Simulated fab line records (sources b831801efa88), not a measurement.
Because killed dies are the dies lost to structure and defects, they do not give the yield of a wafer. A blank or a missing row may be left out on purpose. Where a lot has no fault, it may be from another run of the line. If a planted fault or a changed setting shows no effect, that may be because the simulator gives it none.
fab line records ; flow sky130
record lots=13; wafers=39; last_day=50
route steps=708 shown NWELL@79 VT_ADJUST_LVTN@114 VT_ADJUST_HVTR@138 SONOS_ONO@185
lots with no fault: from the same line, run without faults
start_h: start of the lot's first displayed wafer, in hours after the record's first day ; wait_h: how many hours have passed since the lot's step before this one ; " same as the row above ; L1.1+2: several wafers, shown together as one row ; - no value, or no start given ; * or withheld: withheld ; < > ~ a bound
route shown NAME@n: names a module that has steps shown in the file, with the first one's number in the route ; usual: mean and standard deviation over wafers with no fault ; same: alike in all rows ; chamber/n: place in a boat ; sites: each site's reading ; _std_site: their standard deviation ; _edge_site: the outer-site mean with the inner-site mean subtracted ; radius_mm: for every site, how far away it sits from the centre of the wafer ; mask NAME#n: copy n ; behind: the tool/chamber that last shaped the wafer ; hold: what put the lot on hold/how long, in hours/how the hold closed ; device: transistor that didn't switch, given as n, p or np ; end of line: the same wafers' tests at the end of the route ; a step given without rows: its recipe and nothing more ; killed: dies that structure and defects cost at the first sort, which is not the same as the wafer's yield ; map: dies across one wafer; x = killed, . = not, _ = none there
set.NAME: the run value of the setting; set.NAME@STEP: its run value at that earlier step ; model.NAME: the simulator's own value behind a step, which no gauge read
the route's steps for a sample of lots (tables are steps, rows are wafers)
services: the hour from which a tool's chamber was out of use, counted from the record's first day as start_h (under 0 if before that day), plus the number of hours and why
## steps
# step SKY_NWELL_TW_MEAS_26
# usual NWELL_2_TW=494/7.8
lot.wafer;tool;chamber;start_h;wait_h;NWELL_2_TW
L967.1;film_metro-03;-;111.82;0.1;497
L967.3;film_metro-03;-;111.82;0.1;500
L967.6;film_metro-03;-;111.82;0.1;498
L968.1;film_metro-04;-;115.16;0.1;491
L968.3;film_metro-04;-;115.16;0.1;493
L968.4;film_metro-04;-;115.16;0.1;491
L969.1;film_metro-01;-;119.69;0.1;488
L969.2;film_metro-01;-;119.69;0.1;488
L969.5;film_metro-01;-;119.69;0.1;486
L970.1;film_metro-01;-;127.96;0.1;485
L970.3;film_metro-01;-;127.96;0.1;482
L970.6;film_metro-01;-;127.96;0.1;481
L971.3;film_metro-03;-;133.99;0.1;500
L971.4;film_metro-03;-;133.99;0.1;500
L971.5;film_metro-03;-;133.99;0.1;501
L974.1;film_metro-01;-;152.86;0.1;483
L974.2;film_metro-01;-;152.86;0.1;484
L974.3;film_metro-01;-;152.86;0.1;481
L975.3;film_metro-04;-;156.44;0.1;495
L975.4;film_metro-04;-;156.44;0.1;495
L975.5;film_metro-04;-;156.44;0.1;497
L976.4;film_metro-04;-;162.59;0.1;491
L976.5;film_metro-04;-;162.59;0.1;494
L976.6;film_metro-04;-;162.59;0.1;495
L979.1;film_metro-03;-;188.52;0.1;500
L979.3;film_metro-03;-;188.52;0.1;501
L979.6;film_metro-03;-;188.52;0.1;500
L982.1;film_metro-01;-;201.72;0.1;484
L982.2;film_metro-01;-;201.72;0.1;481
L982.3;film_metro-01;-;201.72;0.1;482
L987.2;film_metro-04;-;236.38;0.1;498
L987.4;film_metro-04;-;236.38;0.1;495
L987.5;film_metro-04;-;236.38;0.1;497
L988.1;film_metro-01;-;240.99;0.1;483
L988.5;film_metro-01;-;240.99;0.1;487
L988.6;film_metro-01;-;240.99;0.1;486
L989.3;film_metro-03;-;246.21;0.1;504
L989.4;film_metro-03;-;246.21;0.1;506
L989.6;film_metro-03;-;246.21;0.1;508
# step SKY_VT_ADJUST_LVTN_DEVELOP_17
# recipe resist=NOVOLAK; developer=TMAH; develop_time_s=60; dev_temp_c=23
# usual developer_temp_C=23.02/0.11; exhaust_pa=45.0/0.91
lot.wafer;tool;chamber;start_h;wait_h;developer_temp_C;exhaust_pa
L967.1;litho_track-03;0;168.62;0.1;23.04;44.9
L967.3;litho_track-03;0;168.62;0.1;23.01;44.4
L967.6;litho_track-03;0;168.62;0.1;22.90;44.7
L968.1;litho_track-02;0;173.58;0.1;22.92;43.4
L968.3;litho_track-02;0;173.58;0.1;22.94;45.8
L968.4;litho_track-02;0;173.58;0.1;22.96;44.0
L969.1;litho_track-03;0;177.77;0.1;23.07;45.5
L969.2;litho_track-03;0;177.77;0.1;22.96;44.6
L969.5;litho_track-03;0;177.77;0.1;23.05;45.6
L970.1;litho_track-02;0;187.53;0.1;23.09;45.3
L970.3;litho_track-02;0;187.53;0.1;23.07;45.3
L970.6;litho_track-02;0;187.53;0.1;23.02;44.1
L971.3;litho_track-02;0;194.83;0.1;22.95;43.9
L971.4;litho_track-02;0;194.83;0.1;23.12;43.3
L971.5;litho_track-02;0;194.83;0.1;23.10;44.0
L974.1;litho_track-01;0;216.50;0.1;23.02;44.0
L974.2;litho_track-01;0;216.50;0.1;22.95;44.2
L974.3;litho_track-01;0;216.50;0.1;23.07;45.3
L975.3;litho_track-03;0;219.67;0.1;23.10;44.8
L975.4;litho_track-03;0;219.67;0.1;22.97;45.4
L975.5;litho_track-03;0;219.67;0.1;23.08;44.8
L976.4;litho_track-02;0;226.35;0.1;23.07;45.9
L976.5;litho_track-02;0;226.35;0.1;23.00;45.8
L976.6;litho_track-02;0;226.35;0.1;23.10;45.9
L979.1;litho_track-03;0;255.02;0.1;25.29;43.0
L979.3;litho_track-03;0;255.02;0.1;25.37;42.6
L979.6;litho_track-03;0;255.02;0.1;25.40;42.1
L982.1;litho_track-03;0;272.27;0.1;25.44;45.1
L982.2;litho_track-03;0;272.27;0.1;25.23;45.0
L982.3;litho_track-03;0;272.27;0.1;25.28;44.6
L987.2;litho_track-02;0;309.80;0.1;23.15;45.5
L987.4;litho_track-02;0;309.80;0.1;23.10;45.4
L987.5;litho_track-02;0;309.80;0.1;23.33;46.5
L988.1;litho_track-01;0;314.55;0.1;23.19;43.7
L988.5;litho_track-01;0;314.55;0.1;23.10;46.2
L988.6;litho_track-01;0;314.55;0.1;23.15;45.5
L989.3;litho_track-02;0;320.53;0.1;23.10;45.2
L989.4;litho_track-02;0;320.53;0.1;23.00;45.4
L989.6;litho_track-02;0;320.53;0.1;23.18;44.9
# step SKY_VT_ADJUST_HVTR_CD_MEAS_07
# recipe target_cd_nm=380
# usual cd_nm=380.3/2.3
lot.wafer;tool;chamber;start_h;wait_h;cd_nm
L967.1;cd_sem-02;-;211.30;0.1;380.4
L967.3;cd_sem-02;-;211.30;0.1;379.9
L967.6;cd_sem-02;-;211.30;0.1;380.1
L968.1;cd_sem-02;-;216.83;0.1;376.9
L968.3;cd_sem-02;-;216.83;0.1;380.0
L968.4;cd_sem-02;-;216.83;0.1;375.9
L969.1;cd_sem-02;-;221.53;0.1;379.8
L969.2;cd_sem-02;-;221.53;0.1;378.8
L969.5;cd_sem-02;-;221.53;0.1;379.7
L970.1;cd_sem-02;-;230.33;0.1;379.7
L970.3;cd_sem-02;-;230.33;0.1;378.7
L970.6;cd_sem-02;-;230.33;0.1;379.1
L971.3;cd_sem-02;-;239.79;0.1;385.4
L971.4;cd_sem-02;-;239.79;0.1;382.9
L971.5;cd_sem-02;-;239.79;0.1;386.7
L974.1;cd_sem-02;-;263.45;0.1;381.9
L974.2;cd_sem-02;-;263.45;0.1;382.1
L974.3;cd_sem-02;-;263.45;0.1;383.6
L975.3;cd_sem-02;-;266.43;0.2;376.4
L975.4;cd_sem-02;-;266.43;0.2;375.9
L975.5;cd_sem-02;-;266.43;0.2;377.8
L976.4;cd_sem-02;-;274.89;0.1;381.5
L976.5;cd_sem-02;-;274.89;0.1;379.2
L976.6;cd_sem-02;-;274.89;0.1;379.4
L979.1;cd_sem-01;-;304.28;0.1;378.2
L979.3;cd_sem-01;-;304.28;0.1;379.8
L979.6;cd_sem-01;-;304.28;0.1;377.0
L982.1;cd_sem-01;-;322.63;0.1;383.0
L982.2;cd_sem-01;-;322.63;0.1;381.0
L982.3;cd_sem-01;-;322.63;0.1;383.1
L987.2;cd_sem-02;-;363.70;0.1;383.0
L987.4;cd_sem-02;-;363.70;0.1;382.6
L987.5;cd_sem-02;-;363.70;0.1;379.2
L988.1;cd_sem-01;-;368.15;0.1;381.1
L988.5;cd_sem-01;-;368.15;0.1;378.6
L988.6;cd_sem-01;-;368.15;0.1;378.9
L989.3;cd_sem-02;-;375.37;0.1;378.8
L989.4;cd_sem-02;-;375.37;0.1;376.4
L989.6;cd_sem-02;-;375.37;0.1;378.5
# step SKY_SONOS_ONO_STRIP_17
# recipe chemistry=O2/N2; power_w=1400; pressure_mtorr=1500; platen_temp_c=withheld; o2_flow_sccm=3000; n2_flow_sccm=300; overash_fraction=0.5
# usual drypump_motor_current_A=5.6/0.46; o2_flow_sccm=3002/9.1; oes_product_au=0.710/0.0047; strip_time_to_endpoint_s=14.13/0.047
lot.wafer;tool;chamber;start_h;wait_h;drypump_motor_current_A;o2_flow_sccm;oes_product_au;rf_hours_counter_h;strip_time_to_endpoint_s
L967.1;plasma_asher-02;1;286.41;0.0;6.3;3016;0.710;51;14.14
L967.3;plasma_asher-02;0;286.41;0.0;5.3;2998;0.711;-;14.13
L967.6;plasma_asher-02;0;286.41;0.0;5.4;2990;0.705;-;14.12
L968.1;plasma_asher-03;0;292.57;0.0;5.6;3010;0.716;17;14.13
L968.3;plasma_asher-03;0;292.57;0.0;5.6;3006;0.715;-;14.14
L968.4;plasma_asher-03;1;292.57;0.0;5.1;2997;0.711;-;14.14
L970.1;plasma_asher-02;1;311.47;0.0;6.3;2993;0.711;54;14.15
L970.3;plasma_asher-02;1;311.47;0.0;6.4;3014;0.707;-;14.15
L970.6;plasma_asher-02;0;311.47;0.0;5.4;3004;0.721;-;14.14
L969.1;plasma_asher-01;1;311.70;0.0;6.1;2998;0.714;64;14.07
L969.2;plasma_asher-01;0;311.70;0.0;5.3;2991;0.713;64;14.09
L969.5;plasma_asher-01;0;311.70;0.0;5.4;2991;0.705;-;14.11
L971.3;plasma_asher-02;1;321.47;0.0;6.3;3018;0.711;-;14.08
L971.4;plasma_asher-02;0;321.47;0.0;5.3;3005;0.716;-;14.09
L971.5;plasma_asher-02;1;321.47;0.0;6.3;3004;0.708;-;14.11
L974.1;plasma_asher-01;0;345.14;0.0;5.4;3010;0.704;67;14.11
L974.2;plasma_asher-01;1;345.14;0.0;6.1;2997;0.703;67;14.10
L974.3;plasma_asher-01;1;345.14;0.0;6.1;2990;0.712;-;14.10
L975.3;plasma_asher-03;1;350.15;0.0;5.1;3010;0.712;-;14.06
L975.4;plasma_asher-03;0;350.15;0.0;5.6;3017;0.703;-;14.07
L975.5;plasma_asher-03;0;350.15;0.0;5.6;3002;0.712;-;14.02
L976.4;plasma_asher-02;0;359.57;0.0;5.3;3010;0.715;-;14.18
L976.5;plasma_asher-02;1;359.57;0.0;6.3;3000;0.712;-;14.15
L976.6;plasma_asher-02;0;359.57;0.0;5.3;3007;0.705;-;14.20
L979.1;plasma_asher-03;0;390.27;0.0;5.6;3015;0.717;26;14.17
L979.3;plasma_asher-03;1;390.27;0.0;5.1;3014;0.713;-;14.16
L979.6;plasma_asher-03;1;390.27;0.0;5.1;3006;0.705;-;14.21
L982.1;plasma_asher-02;1;418.50;0.0;6.3;2996;0.712;64;14.14
L982.2;plasma_asher-02;0;418.50;0.0;5.3;3000;0.715;64;14.14
L982.3;plasma_asher-02;0;418.50;0.0;5.4;2989;0.705;-;14.18
L987.2;plasma_asher-03;0;457.06;0.0;5.6;2984;0.709;33;14.14
L987.4;plasma_asher-03;1;457.06;0.0;5.1;3017;0.713;-;14.18
L987.5;plasma_asher-03;0;457.06;0.0;5.6;2981;0.709;-;14.17
L988.1;plasma_asher-03;1;463.95;0.0;5.1;3004;0.718;34;14.06
L988.5;plasma_asher-03;1;463.95;0.0;5.1;3000;0.712;-;14.14
L988.6;plasma_asher-03;0;463.95;0.0;5.6;2989;0.711;-;14.07
L989.3;plasma_asher-02;1;470.38;0.0;6.3;2985;0.710;-;14.11
L989.4;plasma_asher-02;0;470.38;0.0;5.3;3009;0.716;-;14.13
L989.6;plasma_asher-02;0;470.38;0.0;5.3;2999;0.707;-;14.12
## services
tool;chamber;start_h;hours;kind
plasma_asher-02;-;246.71;0.5;repair
plasma_asher-03;-;261.78;2.6;repair
plasma_asher-02;-;330.31;2.3;repair
plasma_asher-01;-;370.61;1.4;repair
plasma_asher-02;-;379.06;1.5;repair
plasma_asher-01;-;421.29;9.0;pm
plasma_asher-01;0;421.29;9.0;vent_cycle
plasma_asher-01;1;421.29;9.0;vent_cycle
plasma_asher-01;0;430.29;-;clean
plasma_asher-01;1;430.29;-;clean
plasma_asher-02;-;455.62;10.8;repair
## key
first_sign step=SKY_VT_ADJUST_LVTN_DEVELOP_17; reading=developer_temp_C; direction=up; sigmas=21; usual=*; struck=*
effect none on later readings
met_at SKY_VT_ADJUST_LVTN_DEVELOP_17
struck_lots L979,L982
tester_left_out L979,L982
not_acting_at SKY_NWELL_TW_MEAS_26,SKY_VT_ADJUST_HVTR_CD_MEAS_07,SKY_SONOS_ONO_STRIP_17
onset_between 219.67 255.02
fault kind=process_parameter_drift; tool=litho_track-03; chamber=-; onset_h=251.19; steps=SKY_VT_ADJUST_LVTN_DEVELOP_17; channel=dev_temp_c; offset=*; shape=step; end_h=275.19; acts_in=*; stated=*
# tester_left_out: of these lots the tester's yield and bins aren't shown, on N5 and GAA mostly nor the transistor test; their killed dies are dies lost to structure and defects alone, not to doping, threshold or leakage, so they don't give the yield
